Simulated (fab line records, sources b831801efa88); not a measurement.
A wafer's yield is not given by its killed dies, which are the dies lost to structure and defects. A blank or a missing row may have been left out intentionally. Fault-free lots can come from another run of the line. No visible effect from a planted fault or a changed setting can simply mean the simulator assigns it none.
fab line records	flow sky130
[record] lots = 12	wafers = 36	last-day = 50
route steps=708 shown FIELD_ISO@3 NWELL@34 VT_ADJUST_HVTP@87 VT_ADJUST_LVTN@107 PAD_OPEN@708
lots that met no fault: taken from a fault-free run of the same line
start-h: start of the lot's first displayed wafer, in hours after the record's first day	wait-h: time in hours since the lot's previous step	" identical to the entry in the row above	L1.1+2: one row covering several wafers at once	- value missing, or start not given	* or withheld: withheld	< > ~ a bound
route shown NAME@n: names a module that has steps shown in the file, with the first one's number in the route	usual: mean/standard deviation of fault-free wafers	same: alike in all rows	chamber/n: place in a boat	sites: readings site by site	_std_site: the standard deviation of these	_edge_site: outer sites' mean less inner sites'	radius-mm: for every site, how far away it sits from the centre of the wafer	mask NAME#n: copy n	behind: the tool/chamber that last shaped the wafer	hold: cause of the lot's hold/its duration in hours/its outcome	device: the n, p or np transistor that did not switch	end of line: the tests these same wafers got at the end of their route	a step with no rows: only its recipe	killed: at the first sort, the dies lost to defects and structure; wafer yield is something else	map: a wafer's dies, marking killed ones x, the rest . and places with no die _
set.NAME: the run value of the setting; set.NAME@STEP: its run value at that earlier step	model.NAME: the simulator's own value behind a step, which no gauge read
steps of the route over a sample of lots; a table a step, a row a wafer
services: the hour from which a tool's chamber was out of use, counted from the record's first day as start-h (under 0 if before that day), plus the number of hours and why
[[steps]]
[step SKY_FIELD_ISO_THK_MEAS_02]
[recipe] reads = SiO2_of_FIELD_ISO_OXIDATION_01
[usual] FIELD_ISO_OXIDATION_00_THK = 11.90/0.2
lot.wafer	tool	chamber	start-h	wait-h	FIELD_ISO_OXIDATION_00_THK[nm]
L993.1	film-metro-03	-	11.63	0.0	11.72
L993.3	"	-	"	"	11.80
L993.6	"	-	"	"	11.68
L995.2	film-metro-04	-	22.48	0.0	11.95
L995.3	"	-	"	"	12.06
L995.4	"	-	"	"	11.82
L998.1	film-metro-02	-	37.99	0.0	11.58
L998.3	"	-	"	"	11.56
L998.5	"	-	"	"	11.67
L105.1	film-metro-03	-	73.16	0.0	12.35
L105.3	"	-	"	"	12.46
L105.5	"	-	"	"	12.22
L106.1	film-metro-03	-	77.32	0.0	12.05
L106.4	"	-	"	"	11.92
L106.5	"	-	"	"	11.98
L107.1	film-metro-02	-	81.63	0.0	12.05
L107.2	"	-	"	"	12.02
L107.6	"	-	"	"	11.98
L108.1	film-metro-04	-	87.16	0.0	11.48
L108.2	"	-	"	"	11.81
L108.5	"	-	"	"	11.66
L110.2	film-metro-02	-	96.78	0.0	11.81
L110.5	"	-	"	"	11.55
L110.6	"	-	"	"	11.75
L112.3	film-metro-03	-	107.48	0.0	11.82
L112.4	"	-	"	"	11.98
L112.6	"	-	"	"	11.73
L113.1	film-metro-02	-	111.83	0.0	11.82
L113.2	"	-	"	"	11.76
L113.6	"	-	"	"	11.75
L115.1	film-metro-02	-	124.31	0.0	11.76
L115.4	"	-	"	"	11.78
L115.6	"	-	"	"	11.87
L116.1	film-metro-02	-	128.62	0.0	12.12
L116.2	"	-	"	"	12.15
L116.6	"	-	"	"	11.96
[step SKY_FIELD_ISO_CMP_27]
[recipe] stop-on = Si3N4	t-overpolish-s = 16	down-force-psi = 4	platen-rpm = 60	target-thk-nm = 457.8	pad-velocity-m-s = 0.94248
[usual] motor-current-A = 11.5/1.4	overpolish-run-s = 15.999/0.0086	slurry-flow-ml-min = 150.0/0.46	time-to-endpoint-s = 113/4.3
lot.wafer	tool	chamber	start-h	wait-h	motor-current-A	overpolish-run-s	slurry-flow-ml-min	time-to-endpoint-s
L993.1	cmp-01	2	35.16	0.0	13.7	16.014	149.3	110
L993.3	"	1	"	"	12.5	15.984	149.8	105
L993.6	"	2	"	"	13.7	15.978	150.4	112
L995.4	cmp-02	0	45.26	0.0	9.8	15.997	151.0	113
L995.2	"	2	"	"	10.1	16.004	150.7	119
L995.3	"	3	"	"	11.8	16.001	150.1	114
L998.1	cmp-02	0	59.74	0.0	9.7	16.010	150.0	112
L998.3	"	2	"	"	10.1	16.009	149.8	112
L998.5	"	0	"	"	10.0	16.000	149.7	115
L105.3	cmp-02	3	97.79	0.1	11.7	16.006	149.5	116
L105.1	"	1	"	"	10.5	15.994	150.8	112
L105.5	"	2	"	"	10.0	15.992	150.3	116
L106.4	cmp-02	3	103.06	0.1	12.2	15.997	150.1	113
L106.1	"	0	"	"	9.6	16.011	149.9	114
L106.5	"	3	"	"	12.7	16.001	149.5	111
L107.2	cmp-02	1	105.95	0.0	11.0	16.000	149.8	118
L107.1	"	0	"	"	10.2	15.998	148.9	121
L107.6	"	2	"	"	10.5	15.996	149.2	121
L108.1	cmp-01	0	110.32	0.0	13.7	16.008	149.6	104
L108.2	"	3	"	"	12.6	16.004	150.8	107
L108.5	"	0	"	"	13.6	16.003	149.8	106
L110.2	cmp-01	0	122.90	0.1	13.9	16.004	149.7	103
L110.5	"	2	"	"	13.5	15.992	151.0	111
L110.6	"	3	"	"	13.5	16.006	150.1	110
L112.3	cmp-01	0	134.40	0.0	13.5	15.984	149.7	108
L112.4	"	3	"	"	13.6	16.003	150.5	114
L112.6	"	0	"	"	13.4	15.990	150.1	110
L113.1	cmp-01	1	139.01	0.1	12.4	15.994	150.2	109
L113.2	"	2	"	"	13.9	15.991	150.0	113
L113.6	"	0	"	"	14.0	15.996	150.2	107
L115.1	cmp-02	2	150.35	0.0	10.3	16.008	150.2	118
L115.4	"	1	"	"	10.8	15.994	149.8	109
L115.6	"	3	"	"	12.3	15.993	149.8	115
L116.2	cmp-02	0	154.78	0.1	9.6	15.997	150.6	116
L116.1	"	2	"	"	10.2	16.001	150.3	123
L116.6	"	0	"	"	10.3	16.017	150.2	120
[step SKY_NWELL_THK_MEAS_02]
[recipe] reads = SiO2_of_NWELL_OXIDATION_01
[usual] NWELL_OXIDATION_THK = 9.89/0.2
lot.wafer	tool	chamber	start-h	wait-h	NWELL_OXIDATION_THK[nm]
L993.1	film-metro-04	-	38.09	0.0	9.77
L993.3	"	-	"	"	9.79
L993.6	"	-	"	"	9.67
L995.2	film-metro-03	-	48.20	0.0	9.95
L995.3	"	-	"	"	10.11
L995.4	"	-	"	"	10.02
L998.1	film-metro-03	-	62.10	0.0	9.77
L998.3	"	-	"	"	10.00
L998.5	"	-	"	"	9.71
L105.1	film-metro-01	-	100.05	0.0	9.76
L105.3	"	-	"	"	10.10
L105.5	"	-	"	"	9.88
L106.1	film-metro-01	-	105.45	0.0	9.79
L106.4	"	-	"	"	9.59
L106.5	"	-	"	"	9.61
L107.1	film-metro-04	-	109.79	0.0	10.11
L107.2	"	-	"	"	10.16
L107.6	"	-	"	"	10.07
L108.1	film-metro-04	-	112.62	0.0	9.52
L108.2	"	-	"	"	9.68
L108.5	"	-	"	"	9.66
L110.2	film-metro-03	-	127.12	0.0	10.09
L110.5	"	-	"	"	10.21
L110.6	"	-	"	"	10.32
L112.3	film-metro-01	-	137.48	0.0	9.96
L112.4	"	-	"	"	10.04
L112.6	"	-	"	"	10.04
L113.1	film-metro-01	-	143.37	0.0	10.12
L113.2	"	-	"	"	9.98
L113.6	"	-	"	"	10.01
L115.1	film-metro-01	-	152.81	0.0	9.96
L115.4	"	-	"	"	9.99
L115.6	"	-	"	"	9.94
L116.1	film-metro-03	-	158.22	0.0	9.83
L116.2	"	-	"	"	9.74
L116.6	"	-	"	"	9.64
[step SKY_VT_ADJUST_HVTP_COAT_02]
[recipe] resist = NOVOLAK	spin-rpm = 3000	resist-thk-nm = 1140
[usual] chill-plate-temp-C = 22.99/0.11	dispense-pressure-kPa = 53.4/1.7
lot.wafer	tool	chamber	start-h	wait-h	chill-plate-temp-C	dispense-pressure-kPa
L993.1	litho-track-02	0	115.06	0.1	23.03	54.6
L993.3	"	0	"	"	22.98	54.6
L993.6	"	0	"	"	23.07	54.6
L995.2	litho-track-03	0	126.89	0.1	22.94	53.9
L995.3	"	0	"	"	22.99	53.8
L995.4	"	0	"	"	23.11	53.9
L998.1	litho-track-03	0	142.42	0.1	23.07	53.9
L998.3	"	0	"	"	23.05	53.9
L998.5	"	0	"	"	23.05	53.8
L105.1	litho-track-04	0	187.85	0.1	22.99	50.1
L105.3	"	0	"	"	22.86	50.1
L105.5	"	0	"	"	22.90	50.1
L106.1	litho-track-03	-	195.57	0.1	-	-
L106.4	"	-	"	"	-	-
L106.5	"	-	"	"	-	-
L107.1	litho-track-03	-	199.37	0.1	-	-
L107.2	"	-	"	"	-	-
L107.6	"	-	"	"	-	-
L108.1	litho-track-04	-	203.35	0.1	-	-
L108.2	"	-	"	"	-	-
L108.5	"	-	"	"	-	-
L110.2	litho-track-02	0	220.84	0.1	23.08	54.5
L110.5	"	0	"	"	23.09	54.6
L110.6	"	0	"	"	23.29	54.6
L112.3	litho-track-03	0	231.67	0.1	23.05	53.8
L112.4	"	0	"	"	23.11	53.9
L112.6	"	0	"	"	23.05	53.8
L113.1	litho-track-03	0	242.17	0.1	22.88	53.9
L113.2	"	0	"	"	22.79	53.9
L113.6	"	0	"	"	22.99	53.9
L115.1	litho-track-04	0	253.05	0.1	23.12	50.1
L115.4	"	0	"	"	23.10	50.1
L115.6	"	0	"	"	23.09	50.1
L116.1	litho-track-03	0	257.67	0.1	22.71	53.9
L116.2	"	0	"	"	22.84	53.8
L116.6	"	0	"	"	22.70	53.9
[step SKY_VT_ADJUST_HVTP_CD_MEAS_07]
[recipe] target-cd-nm = 380
[usual] cd-nm = 380/3
lot.wafer	tool	chamber	start-h	wait-h	cd-nm
L993.1	cd-sem-01	-	123.97	0.1	378
L993.3	"	-	"	"	378
L993.6	"	-	"	"	378
L995.2	cd-sem-02	-	136.52	0.1	379
L995.3	"	-	"	"	378
L995.4	"	-	"	"	378
L998.1	cd-sem-01	-	153.05	0.1	379
L998.3	"	-	"	"	378
L998.5	"	-	"	"	380
L105.1	cd-sem-02	-	199.07	0.1	384
L105.3	"	-	"	"	385
L105.5	"	-	"	"	385
L106.1	cd-sem-02	-	206.16	0.1	-
L106.4	"	-	"	"	-
L106.5	"	-	"	"	-
L107.1	cd-sem-02	-	209.86	0.1	-
L107.2	"	-	"	"	-
L107.6	"	-	"	"	-
L108.1	cd-sem-01	-	213.80	0.1	-
L108.2	"	-	"	"	-
L108.5	"	-	"	"	-
L110.2	cd-sem-02	-	231.92	0.1	383
L110.5	"	-	"	"	383
L110.6	"	-	"	"	384
L112.3	cd-sem-01	-	243.71	0.1	374
L112.4	"	-	"	"	375
L112.6	"	-	"	"	372
L113.1	cd-sem-01	-	254.00	0.1	380
L113.2	"	-	"	"	378
L113.6	"	-	"	"	381
L115.1	cd-sem-01	-	264.57	0.1	383
L115.4	"	-	"	"	381
L115.6	"	-	"	"	381
L116.1	cd-sem-02	-	269.90	0.1	382
L116.2	"	-	"	"	379
L116.6	"	-	"	"	382
[step SKY_VT_ADJUST_LVTN_TW_MEAS_10]
[usual] VT_ADJUST_LVTN_TW = 241.3/1.8
lot.wafer	tool	chamber	start-h	wait-h	hold	VT_ADJUST_LVTN_TW
L993.1	film-metro-04	-	143.36	0.1	-	244.3
L993.3	"	-	"	"	-	243.7
L993.6	"	-	"	"	-	243.5
L995.2	film-metro-02	-	156.11	0.1	-	239.9
L995.3	"	-	"	"	-	239.7
L995.4	"	-	"	"	-	240.8
L998.1	film-metro-02	-	173.74	0.1	-	240.7
L998.3	"	-	"	"	-	240.1
L998.5	"	-	"	"	-	237.6
L105.1	film-metro-04	-	221.45	0.1	-	244.5
L105.3	"	-	"	"	-	244.1
L105.5	"	-	"	"	-	243.5
L106.1	film-metro-02	-	229.30	0.1	await-dispo/0.2h/release	1347.0
L106.4	"	-	"	"	await-dispo/0.2h/release	1339.2
L106.5	"	-	"	"	await-dispo/0.2h/release	1336.9
L106.1	film-metro-02	-	229.53	0.2	-	1342.8
L106.4	"	-	"	"	-	1343.0
L106.5	"	-	"	"	-	1341.9
L107.1	film-metro-01	-	233.44	0.1	await-dispo/0.2h/release	1349.9
L107.2	"	-	"	"	await-dispo/0.2h/release	1355.3
L107.6	"	-	"	"	await-dispo/0.2h/release	1343.3
L107.1	film-metro-01	-	233.66	0.2	-	1345.1
L107.2	"	-	"	"	-	1353.9
L107.6	"	-	"	"	-	1342.8
L108.1	film-metro-04	-	237.20	0.1	await-dispo/0.2h/release	1367.0
L108.2	"	-	"	"	await-dispo/0.2h/release	1365.0
L108.5	"	-	"	"	await-dispo/0.2h/release	1360.3
L108.1	film-metro-04	-	237.43	0.2	-	1365.5
L108.2	"	-	"	"	-	1371.8
L108.5	"	-	"	"	-	1368.8
L110.2	film-metro-04	-	256.11	0.1	-	243.3
L110.5	"	-	"	"	-	242.8
L110.6	"	-	"	"	-	242.6
L112.3	film-metro-04	-	267.02	0.1	-	243.6
L112.4	"	-	"	"	-	244.8
L112.6	"	-	"	"	-	244.8
L113.1	film-metro-04	-	277.55	0.1	-	243.8
L113.2	"	-	"	"	-	243.3
L113.6	"	-	"	"	-	243.7
L115.1	film-metro-02	-	289.15	0.1	-	239.5
L115.4	"	-	"	"	-	240.3
L115.6	"	-	"	"	-	239.6
L116.1	film-metro-01	-	295.19	0.1	-	242.8
L116.2	"	-	"	"	-	241.0
L116.6	"	-	"	"	-	240.7
[step SKY_PAD_OPEN_PROBE_99]
[usual] defect-limited-yield = 82.6/1.9	killed_at_M0_to_M3 = 43/5.9	killed_at_M4_up = 2.9/1.5	killed-at-contacts = 24/5	killed-at-front-end = 15/4.8	killed-at-other = 0.2/0.5	killed-dies = 86/9.3	killed-on-rim = 17/4.1	killed-open = 47/7.1	killed-short = 38/6.3	sort_bin_3_pad_short = 0.8/0.42	sort_bin_5_function = 10.2/1.4	sort_bin_6_memory = 6.4/1.1	sort-n-pass = 406/9.3	sort-yield-pct = 82.6/1.9
[same] gross-dies = 492	killed-at-back-side = 0	sort_bin_4_leakage[%] = 0	sort_bin_8_speed[%] = 0
lot.wafer	tool	chamber	start-h	wait-h	defect-limited-yield[%]	killed_at_M0_to_M3	killed_at_M4_up	killed-at-contacts	killed-at-front-end	killed-at-other	killed-dies	killed-on-rim	killed-open	killed-short	sort_bin_3_pad_short[%]	sort_bin_5_function[%]	sort_bin_6_memory[%]	sort-n-pass	sort-yield-pct[%]
L993.1	prober-01	-	1088.87	0.1	83.7	51	2	20	7	0	80	24	43	37	1.0	9.8	5.5	412	83.7
L993.3	prober-01	-	1088.97	0.2	84.1	37	2	22	16	1	78	13	43	35	0.4	10.2	5.3	414	84.1
L993.6	prober-01	-	1089.12	0.2	82.3	46	3	28	10	0	87	19	52	35	0.4	11.6	5.7	405	82.3
L995.2	prober-01	-	1098.08	0.1	83.7	37	0	23	19	1	80	22	44	36	1.2	9.1	5.9	412	83.7
L995.3	prober-01	-	1098.13	0.2	81.7	46	1	27	16	0	90	16	57	33	1.0	11.2	6.1	402	81.7
L995.4	prober-01	-	1098.18	0.2	81.5	48	4	17	22	0	91	16	49	42	0.8	11.0	6.7	401	81.5
L998.1	prober-02	-	1112.70	0.1	81.7	44	3	28	14	1	90	18	46	44	1.8	11.6	4.9	402	81.7
L998.3	prober-02	-	1112.80	0.2	82.3	34	3	25	25	0	87	23	47	40	1.4	10.0	6.3	405	82.3
L998.5	prober-02	-	1112.90	0.2	82.1	46	2	23	17	0	88	25	47	41	0.8	10.6	6.5	404	82.1
L105.1	prober-01	-	1154.49	0.1	81.1	49	7	28	9	0	93	7	55	38	0.6	10.2	8.1	399	81.1
L105.3	prober-01	-	1154.59	0.2	81.9	46	2	28	13	0	89	19	47	42	1.2	10.4	6.5	403	81.9
L105.5	prober-01	-	1154.69	0.2	84.8	42	5	12	16	0	75	15	43	32	1.0	7.9	6.3	417	84.8
L110.2	prober-01	-	1183.57	0.1	84.6	34	0	27	15	0	76	15	42	34	0.6	8.7	6.1	416	84.6
L110.5	prober-01	-	1183.72	0.2	81.1	49	4	25	14	1	93	15	47	46	1.6	10.8	6.5	399	81.1
L110.6	prober-01	-	1183.77	0.2	82.3	44	1	24	18	0	87	18	46	41	0.4	8.1	9.1	405	82.3
L112.3	prober-01	-	1193.62	0.2	85.6	31	3	18	19	0	71	13	44	27	0.6	9.6	4.3	421	85.6
L112.4	prober-01	-	1193.67	0.2	83.5	43	4	23	11	0	81	20	41	40	0.8	9.6	6.1	411	83.5
L112.6	prober-01	-	1193.77	0.2	76.8	66	3	29	16	0	114	28	55	59	1.6	14.8	6.7	378	76.8
L113.1	prober-02	-	1194.82	0.1	81.9	43	4	29	13	0	89	16	61	28	0.6	9.8	7.7	403	81.9
L113.2	prober-02	-	1194.87	0.1	84.3	41	1	22	13	0	77	13	37	40	1.2	7.9	6.5	415	84.3
L113.6	prober-02	-	1195.07	0.2	84.6	35	2	28	11	0	76	15	48	28	0.8	8.9	5.7	416	84.6
L115.1	prober-02	-	1208.84	0.1	81.9	42	3	26	17	1	89	13	51	38	1.2	10.8	6.1	403	81.9
L115.4	prober-02	-	1208.99	0.2	82.9	39	1	25	18	1	84	24	47	37	0.4	9.6	7.1	408	82.9
L115.6	prober-02	-	1209.09	0.2	83.1	40	3	27	13	0	83	12	41	42	1.0	8.7	7.1	409	83.1
L116.1	prober-01	-	1209.08	0.1	81.9	50	5	21	13	0	89	23	51	38	0.4	10.4	7.3	403	81.9
L116.2	prober-01	-	1209.13	0.1	81.3	41	5	30	16	0	92	17	58	34	0.6	11.4	6.7	400	81.3
L116.6	prober-01	-	1209.33	0.2	83.5	43	4	23	10	1	81	14	41	40	1.6	7.1	7.7	411	83.5
// killed by level:class
L993.1 VIA1:geometric-particle:open=12 CONTACT:geometric-particle:open=9 METAL2:geometric-particle:short=8 VIA3:geometric-particle:open=7 LI_CONTACT:geometric-particle:open=6 METAL1:geometric-particle:short=6 VIA1:geometric-particle:short=4 VIA2:geometric-particle:open=4
L993.3 CONTACT:geometric-particle:open=9 METAL2:geometric-particle:short=7 VIA3:geometric-particle:open=7 POLY_GATE:geometric-particle:open=6 VIA1:geometric-particle:open=6 POLY_GATE:geometric-particle:short=5 LI_CONTACT:geometric-particle:open=5 CONTACT:geometric-particle:short=5
L993.6 LI_CONTACT:geometric-particle:open=9 VIA2:geometric-particle:open=9 VIA1:geometric-particle:open=8 CONTACT:geometric-particle:short=6 CONTACT:geometric-particle:open=6 VIA3:geometric-particle:open=6 METAL1:geometric-particle:short=6 FIELD_ISO:geometric-particle:open=5
L995.2 CONTACT:geometric-particle:open=9 LI_CONTACT:geometric-particle:open=7 VIA1:geometric-particle:open=6 VIA2:geometric-particle:open=6 POLY_GATE:geometric-particle:short=5 VIA3:geometric-particle:open=5 FIELD_ISO:geometric-particle:short=4 VIA1:geometric-particle:short=4
L995.3 CONTACT:geometric-particle:open=11 LI_CONTACT:geometric-particle:open=8 VIA1:geometric-particle:open=8 VIA2:geometric-particle:open=8 FIELD_ISO:geometric-particle:short=5 POLY_GATE:geometric-particle:open=5 VIA3:geometric-particle:open=5 CONTACT:geometric-particle:short=4
L995.4 VIA1:geometric-particle:open=10 VIA3:geometric-particle:open=10 CONTACT:geometric-particle:open=9 VIA3:geometric-particle:short=8 FIELD_ISO:geometric-particle:short=7 METAL1:geometric-particle:short=6 FIELD_ISO:geometric-particle:open=5 LI_CONTACT:geometric-particle:open=5
L998.1 VIA1:geometric-particle:open=14 CONTACT:geometric-particle:open=10 FIELD_ISO:geometric-particle:short=8 LI_CONTACT:geometric-particle:open=7 CONTACT:geometric-particle:short=7 METAL2:geometric-particle:short=5 VIA2:geometric-particle:short=5 VIA1:geometric-particle:short=4
L998.3 LI_CONTACT:geometric-particle:open=11 FIELD_ISO:geometric-particle:short=8 FIELD_ISO:geometric-particle:open=8 VIA3:geometric-particle:open=8 VIA1:geometric-particle:open=7 CONTACT:geometric-particle:short=5 METAL1:geometric-particle:short=5 POLY_GATE:geometric-particle:short=4
L998.5 VIA1:geometric-particle:open=11 VIA3:geometric-particle:open=9 LOCAL_INTERCONNECT:geometric-particle:short=8 LI_CONTACT:geometric-particle:open=6 FIELD_ISO:geometric-particle:open=5 METAL2:geometric-particle:short=5 POLY_GATE:geometric-particle:open=4 POLY_GATE:geometric-particle:short=4
L105.1 CONTACT:geometric-particle:open=15 VIA1:geometric-particle:open=13 VIA2:geometric-particle:open=8 METAL2:geometric-particle:short=6 VIA3:geometric-particle:open=6 METAL1:geometric-particle:short=5 VIA1:geometric-particle:short=5 LI_CONTACT:geometric-particle:open=4
L105.3 VIA1:geometric-particle:open=11 CONTACT:geometric-particle:short=8 VIA3:geometric-particle:open=7 CONTACT:geometric-particle:open=7 VIA2:geometric-particle:open=7 VIA1:geometric-particle:short=6 LI_CONTACT:geometric-particle:open=5 METAL2:geometric-particle:short=5
L105.5 VIA1:geometric-particle:open=11 VIA3:geometric-particle:open=8 VIA1:geometric-particle:short=5 FIELD_ISO:geometric-particle:short=4 FIELD_ISO:geometric-particle:open=4 CONTACT:geometric-particle:open=4 VIA2:geometric-particle:short=4 SPACER:geometric-particle:open=3
L110.2 CONTACT:geometric-particle:open=8 LI_CONTACT:geometric-particle:open=6 METAL1:geometric-particle:short=6 POLY_GATE:geometric-particle:open=5 VIA1:geometric-particle:short=5 VIA1:geometric-particle:open=5 LOCAL_INTERCONNECT:geometric-particle:short=4 METAL2:geometric-particle:short=4
L110.5 VIA1:geometric-particle:open=13 LI_CONTACT:geometric-particle:open=9 VIA2:geometric-particle:open=7 METAL1:geometric-particle:short=6 CONTACT:geometric-particle:open=5 VIA1:geometric-particle:short=5 METAL3:geometric-particle:short=5 LOCAL_INTERCONNECT:geometric-particle:short=4
L110.6 VIA1:geometric-particle:open=10 FIELD_ISO:geometric-particle:open=7 CONTACT:geometric-particle:short=7 CONTACT:geometric-particle:open=7 VIA2:geometric-particle:open=6 LOCAL_INTERCONNECT:geometric-particle:short=5 METAL2:geometric-particle:short=5 POLY_GATE:geometric-particle:open=4
L112.3 LI_CONTACT:geometric-particle:open=9 VIA3:geometric-particle:open=9 POLY_GATE:geometric-particle:open=5 VIA1:geometric-particle:open=5 FIELD_ISO:geometric-particle:open=4 POLY_GATE:geometric-particle:short=3 LI_CONTACT:geometric-particle:short=3 CONTACT:geometric-particle:open=3
L112.4 CONTACT:geometric-particle:open=10 VIA1:geometric-particle:open=7 VIA2:geometric-particle:open=6 VIA2:geometric-particle:short=6 LI_CONTACT:geometric-particle:short=5 VIA3:geometric-particle:open=5 POLY_GATE:geometric-particle:short=4 CONTACT:geometric-particle:short=4
L112.6 METAL2:geometric-particle:short=13 VIA2:geometric-particle:open=10 CONTACT:geometric-particle:open=10 VIA1:geometric-particle:open=10 FIELD_ISO:geometric-particle:short=9 VIA3:geometric-particle:open=7 CONTACT:geometric-particle:short=6 METAL1:geometric-particle:short=5
L113.1 VIA1:geometric-particle:open=14 CONTACT:geometric-particle:open=12 LI_CONTACT:geometric-particle:open=8 CONTACT:geometric-particle:short=8 VIA2:geometric-particle:open=8 FIELD_ISO:geometric-particle:open=4 METAL2:geometric-particle:short=4 METAL3:geometric-particle:open=4
L113.2 METAL2:geometric-particle:short=9 VIA1:geometric-particle:open=8 METAL1:geometric-particle:short=6 LI_CONTACT:geometric-particle:open=5 LOCAL_INTERCONNECT:geometric-particle:short=5 CONTACT:geometric-particle:open=5 VIA2:geometric-particle:open=5 CONTACT:geometric-particle:short=4
L113.6 CONTACT:geometric-particle:open=20 VIA1:geometric-particle:open=8 METAL1:geometric-particle:short=5 VIA2:geometric-particle:open=5 VIA3:geometric-particle:open=5 VIA2:geometric-particle:short=4 POLY_GATE:geometric-particle:short=3 LI_CONTACT:geometric-particle:open=3
L115.1 VIA1:geometric-particle:open=10 POLY_GATE:geometric-particle:open=9 CONTACT:geometric-particle:open=7 VIA2:geometric-particle:open=7 LOCAL_INTERCONNECT:geometric-particle:short=6 LI_CONTACT:geometric-particle:open=5 CONTACT:geometric-particle:short=5 METAL2:geometric-particle:open=5
L115.4 CONTACT:geometric-particle:open=10 FIELD_ISO:geometric-particle:open=8 VIA1:geometric-particle:open=8 VIA1:geometric-particle:short=6 CONTACT:geometric-particle:short=6 LI_CONTACT:geometric-particle:open=5 VIA3:geometric-particle:open=5 POLY_GATE:geometric-particle:short=4
L116.1 VIA1:geometric-particle:open=16 VIA2:geometric-particle:open=11 METAL2:geometric-particle:short=7 LI_CONTACT:geometric-particle:open=6 CONTACT:geometric-particle:open=6 METAL1:geometric-particle:short=5 VIA3:geometric-particle:short=4 FIELD_ISO:geometric-particle:short=3
L115.6 CONTACT:geometric-particle:open=10 METAL1:geometric-particle:short=6 VIA1:geometric-particle:open=6 VIA2:geometric-particle:open=6 POLY_GATE:geometric-particle:open=5 LOCAL_INTERCONNECT:geometric-particle:short=5 CONTACT:geometric-particle:short=5 METAL2:geometric-particle:short=5
L116.2 CONTACT:geometric-particle:open=12 VIA1:geometric-particle:open=11 LI_CONTACT:geometric-particle:open=9 VIA2:geometric-particle:open=8 FIELD_ISO:geometric-particle:short=5 METAL1:geometric-particle:short=5 CONTACT:geometric-particle:short=5 VIA3:geometric-particle:open=5
L116.6 VIA1:geometric-particle:open=9 LI_CONTACT:geometric-particle:open=7 VIA1:geometric-particle:short=5 VIA3:geometric-particle:open=5 VIA3:geometric-particle:short=5 POLY_GATE:geometric-particle:short=4 CONTACT:geometric-particle:short=4 LOCAL_INTERCONNECT:geometric-particle:short=4
[[services]]
tool	chamber	start-h	hours	kind
cmp-02	-	36.17	3.0	repair
cmp-01	-	64.00	4.0	pm
cmp-01	-	68.00	-	consumable-replace:conditioner
cmp-01	-	68.00	-	consumable-replace:pad
cmp-02	-	69.48	0.7	repair
cmp-02	-	75.88	2.8	repair
cmp-01	-	95.30	4.1	pm
cmp-02	-	131.22	4.3	pm
cmp-01	-	181.32	3.4	repair
cmp-02	-	188.25	1.7	repair
cmp-02	-	199.60	0.9	repair
cmp-02	-	232.02	4.0	pm
cmp-02	-	236.02	-	consumable-replace:conditioner
cmp-02	-	236.02	-	consumable-replace:pad
cmp-02	-	246.33	1.3	repair
[[key]]
[first-sign] step = SKY_VT_ADJUST_HVTP_COAT_02	reading = tool-record	direction = missing
[effect] step = SKY_VT_ADJUST_HVTP_CD_MEAS_07	reading = cd-nm	direction = missing
[effect] step = SKY_VT_ADJUST_LVTN_TW_MEAS_10	reading = visit	direction = added
[effect] step = SKY_VT_ADJUST_LVTN_TW_MEAS_10	reading = VT_ADJUST_LVTN_TW	direction = up	sigmas = 99+	usual = 241.3	struck = 1351.5
met-at SKY_VT_ADJUST_HVTP_COAT_02
struck-lots L106,L107,L108
scrapped-behind SKY_VT_ADJUST_LVTN_TW_MEAS_10 L106.1,L106.4,L106.5,L107.1,L107.2,L107.6,L108.1,L108.2,L108.5
not-acting-at SKY_FIELD_ISO_THK_MEAS_02,SKY_FIELD_ISO_CMP_27,SKY_NWELL_THK_MEAS_02
onset-between 187.85 195.57
[fault] kind = skipped-step-whole	tool = litho-track-03,litho-track-04	chamber = -	onset-h = 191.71	steps = SKY_VT_ADJUST_HVTP_COAT_02	scope = struck-lots-only
